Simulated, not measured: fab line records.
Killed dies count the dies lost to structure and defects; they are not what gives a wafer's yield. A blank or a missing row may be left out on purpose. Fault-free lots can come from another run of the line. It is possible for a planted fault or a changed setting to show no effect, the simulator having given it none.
Comparing a struck lot with a sound one || flow gf180mcu || 14 steps out of a route of 602
Sound: the wafers L719.3, L719.5, L719.6. Wafers struck: L733.4, L733.5, L733.6. The cause is given at the end.
Each step with rows lists, per side, the tool, then ch with its chambers, then its first start. Under that, the readings that differ: sound wafers || struck wafers || difference of the means || sigmas: that difference in standard deviations of wafers without a fault.
alike: readings whose means differ by less than 2 such deviations, and words and numbers that are the same on both sides. not compared: withheld readings, readings that some wafer has no value for, bounds like >300 that may hide the same value, and numbers for which the record gives no deviation and whose values overlap.
Wherever a step has rows on one side only, a row that says differs or no value, or a row with sigmas, the two part there. Numbers that have no deviation but don't overlap get no sigmas and don't part them. A reading that every wafer of one side lacks parts them only if that side has two wafers or more.

first, 1 step without rows for these wafers: GF_V4_CVD_00 (deposits SiO2, target thk 600 nm, time 100 s).
GF_V4_THK_MEAS_01:
  sound: film-metro-01 at day 24 09:53; struck: film-metro-01 at day 29 08:32
  alike: V4_CVD_00_THK
GF_V4_CVD_02: deposits SiO2 from TEOS, target thk 850 nm, time 94.851 s.
  sound on pecvd-03 ch 0,1, day 24 09:55; struck on pecvd-03 ch 0,1,2, day 29 08:36
  alike: heater-power-w, rf-fwd-power-W
GF_V4_THK_MEAS_03:
  sound: film-metro-03 at day 24 10:01; struck: film-metro-03 at day 29 08:40
  alike: V4_CVD_02_THK
GF_V4_CMP_04: polishes SiO2.
  sound on cmp-01 ch 0,2,3, day 24 10:12; struck on cmp-02 ch 0,2,3, day 29 08:47
  alike: motor-current-A, time-to-endpoint-s
GF_V4_BOW_MEAS_05:
  sound: film-metro-02 at day 24 10:23; struck: film-metro-03 at day 29 09:03
  alike: V4_BOW
then, 6 steps without rows for these wafers: GF_V4_DEHYDRATE_06 (time 60 s); GF_V4_HMDS_07 (prime time 60 s); GF_V4_COAT_08; GF_V4_COAT_09 (resist thk 1000 nm); GF_V4_SOFTBAKE_10 (time 60 s); GF_V4_EXPOSE_11 (exposes mask Via4, target cd 260 nm).
GF_V4_PEB_12: peb time 90 s.
  struck on litho-track-03, day 30 03:48; sound on litho-track-04 ch 0, day 25 08:07
  no value came back on the struck wafers for chill-plate-temp-C (C), exhaust-pa (Pa), plate-temp-C (C); on the sound wafers chill-plate-temp-C (C) reads 23.18 23.01 22.99
then, 1 step without rows for these wafers: GF_V4_DEVELOP_13 (develop time 60 s).

== WHERE THEY PART ==
GF_V4_PEB_12 only, going by this record.

WHY: what the simulator had put in
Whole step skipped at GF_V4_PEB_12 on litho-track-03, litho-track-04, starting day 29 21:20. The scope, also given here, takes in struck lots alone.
